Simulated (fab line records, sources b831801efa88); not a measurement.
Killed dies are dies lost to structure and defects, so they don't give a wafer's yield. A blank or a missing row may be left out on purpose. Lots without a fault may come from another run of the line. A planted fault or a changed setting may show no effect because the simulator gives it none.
Which tool did it? | flow sky130 | 14 lots, 42 wafers sampled, at 5 steps of a route of 708

WHAT THE GAUGES READ, wafer by wafer
SKY_FIELD_ISO_THK_MEAS_23.
lot  | measured    | on            | FIELD_ISO_OXIDATION_01_THK (nm)
L136 | day 2 08:32 | film_metro-03 | 10.08 10.07 9.89
L139 | day 3 02:42 | film_metro-03 | 10.22 10.35 10.47
L138 | day 3 02:43 | film_metro-01 | 9.96 9.79 9.91
L140 | day 3 08:02 | film_metro-01 | 9.94 10.05 10.00
L141 | day 3 10:35 | film_metro-02 | 9.99 9.88 10.16
L142 | day 3 16:02 | film_metro-01 | 9.95 9.88 10.13
L144 | day 4 03:41 | film_metro-03 | 10.01 9.98 10.00
L145 | day 4 08:56 | film_metro-02 | 9.95 10.06 10.24
L151 | day 5 18:30 | film_metro-02 | 10.08 10.11 10.25
L152 | day 5 20:20 | film_metro-02 | 9.97 9.93 9.93
L153 | day 6 01:56 | film_metro-01 | 9.87 9.85 9.87
L154 | day 6 07:58 | film_metro-01 | 10.31 10.26 10.21
L157 | day 6 21:43 | film_metro-03 | 10.02 10.08 10.05
L158 | day 7 05:17 | film_metro-03 | 9.91 9.94 10.13

SKY_VT_ADJUST_HVTR_CD_MEAS_07: target cd 380 nm.
lot  | measured     | on        | cd_nm (nm)
L136 | day 9 10:59  | cd_sem-01 | 380.8 382.1 383.2
L139 | day 10 19:59 | cd_sem-01 | 379.8 381.6 384.0
L138 | day 10 20:39 | cd_sem-02 | 382.7 381.7 378.7
L140 | day 11 04:33 | cd_sem-01 | 381.5 381.7 383.5
L141 | day 11 06:53 | cd_sem-02 | 382.4 379.8 380.8
L142 | day 11 10:30 | cd_sem-01 | 381.5 382.8 382.8
L144 | day 12 11:06 | cd_sem-02 | 384.7 384.3 382.2
L145 | day 12 14:59 | cd_sem-01 | 375.0 375.3 375.1
L151 | day 14 17:37 | cd_sem-02 | 378.8 382.1 380.7
L152 | day 15 01:07 | cd_sem-01 | 382.5 379.2 380.5
L153 | day 15 10:01 | cd_sem-02 | 378.0 378.0 376.3
L154 | day 15 18:15 | cd_sem-02 | 387.6 386.7 386.8
L157 | day 16 10:42 | cd_sem-01 | 381.3 382.5 383.0
L158 | day 16 22:30 | cd_sem-01 | 379.9 379.4 377.9

SKY_LDD_P_TW_MEAS_11.
lot  | measured     | on            | LDD_P_TW
L136 | day 19 08:24 | film_metro-03 | 620 625 623
L139 | day 20 20:28 | film_metro-03 | 630 627 627
L138 | day 20 21:58 | film_metro-01 | 630 626 629
L140 | day 21 10:32 | film_metro-01 | 622 628 624
L141 | day 21 11:32 | film_metro-04 | 637 638 638
L142 | day 21 20:08 | film_metro-01 | 633 630 627
L144 | day 22 23:50 | film_metro-04 | 637 636 638
L145 | day 23 04:52 | film_metro-04 | 637 635 636
L151 | day 25 08:07 | film_metro-01 | 630 630 629
L152 | day 25 20:12 | film_metro-04 | 586 589 588
L153 | day 26 01:03 | film_metro-01 | 580 577 580
L154 | day 26 11:26 | film_metro-04 | 636 635 638
L157 | day 27 03:33 | film_metro-03 | 626 629 627
L158 | day 27 11:59 | film_metro-01 | 630 633 633

SKY_LOCAL_INTERCONNECT_THK_MEAS_02: measures by xrf.
lot  | measured     | on            | LOCAL_INTERCONNECT_TIN_THK (nm)
L136 | day 29 11:20 | film_metro-02 | 102.2 102.2 104.1
L139 | day 30 18:58 | film_metro-02 | 101.6 103.0 102.2
L138 | day 31 00:00 | film_metro-02 | 99.7 100.0 98.7
L140 | day 31 08:43 | film_metro-04 | 101.4 101.3 103.1
L141 | day 31 09:50 | film_metro-03 | 101.2 100.0 100.8
L142 | day 31 19:44 | film_metro-04 | 101.7 101.8 100.8
L144 | day 32 18:24 | film_metro-04 | 101.6 101.7 101.7
L145 | day 33 00:34 | film_metro-02 | 99.5 100.1 100.4
L151 | day 34 18:52 | film_metro-03 | 101.0 100.8 100.3
L152 | day 35 02:58 | film_metro-04 | 103.1 101.8 99.1
L153 | day 35 08:05 | film_metro-03 | 102.5 100.0 100.3
L154 | day 35 15:26 | film_metro-02 | 101.8 102.1 102.1
L157 | day 36 07:24 | film_metro-03 | 101.4 101.6 103.4
L158 | day 36 14:00 | film_metro-04 | 100.9 103.4 102.0

WHICH TOOL RAN EACH LOT (tool, then ch and the chambers of the sampled wafers, then the start)
lot  | SKY_LDD_P_IMPLANT_09
L136 | implanter-01 ch 0, day 19 08:09
L139 | implanter-02 ch 0, day 20 20:15
L138 | implanter-04 ch 0, day 20 21:46
L140 | implanter-01 ch 0, day 21 10:17
L141 | implanter-02 ch 0, day 21 11:17
L142 | implanter-01 ch 0, day 21 19:53
L144 | implanter-01 ch 0, day 22 23:35
L145 | implanter-02 ch 0, day 23 04:38
L151 | implanter-04 ch 0, day 25 07:53
L152 | implanter-04 ch 0, day 25 19:58
L153 | implanter-04 ch 0, day 26 00:49
L154 | implanter-02 ch 0, day 26 11:11
L157 | implanter-01 ch 0, day 27 03:19
L158 | implanter-01 ch 0, day 27 11:44
- SKY_LDD_P_IMPLANT_09

WHAT THE TOOLS THEMSELVES READ (means of the sampled wafers that have a number; where no wafer has one, the mark that the record gives instead)
The record holds no such reading with a usual standard deviation.

THE ANSWER, worked out from the rows above alone
Rule: what is usual is taken from the lots themselves. Put in order of their means at a reading, lots are off if they are a third of the lots or fewer, leave a main group of 4 or more, and stand apart from it by a gap of 3 or more times the standard deviation of the main group's means; of several such gaps the widest counts. A main group whose means are all the same, to the digits that the tables above print for the reading, isn't used. A lot without any number at a reading at which 4 lots or more have one is off too. The other lots that the step has rows for count as sound. The gauges are gone through in route order, then the tools' own readings, and for those a lot's mean is taken as printed above. The first step at which some lot is off is used, and at that step the reading that is off furthest; a lot without a number counts as furthest.
Off: L152, L153, at SKY_LDD_P_TW_MEAS_11 (LDD_P_TW). The main group: mean 631, standard deviation 4.8.
A tool fits if, at a process step before that reading, it ran every lot that is off, and no sound lot after the first of them. The gauges at SKY_LDD_P_TW_MEAS_11 are tried like those tools. One fits: implanter-04 at SKY_LDD_P_IMPLANT_09. Its last sound lot is L151 (day 25 07:53), its first lot that is off L152 (day 25 19:58): a fault that began between those two fits.

WHAT THE SIMULATOR HAD PUT IN
Process parameter drift: implanter-04, from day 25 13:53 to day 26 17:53, at SKY_LDD_P_IMPLANT_09. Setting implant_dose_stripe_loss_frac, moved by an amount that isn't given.
Lots struck among those shown: L152, L153. The rule above found the same.
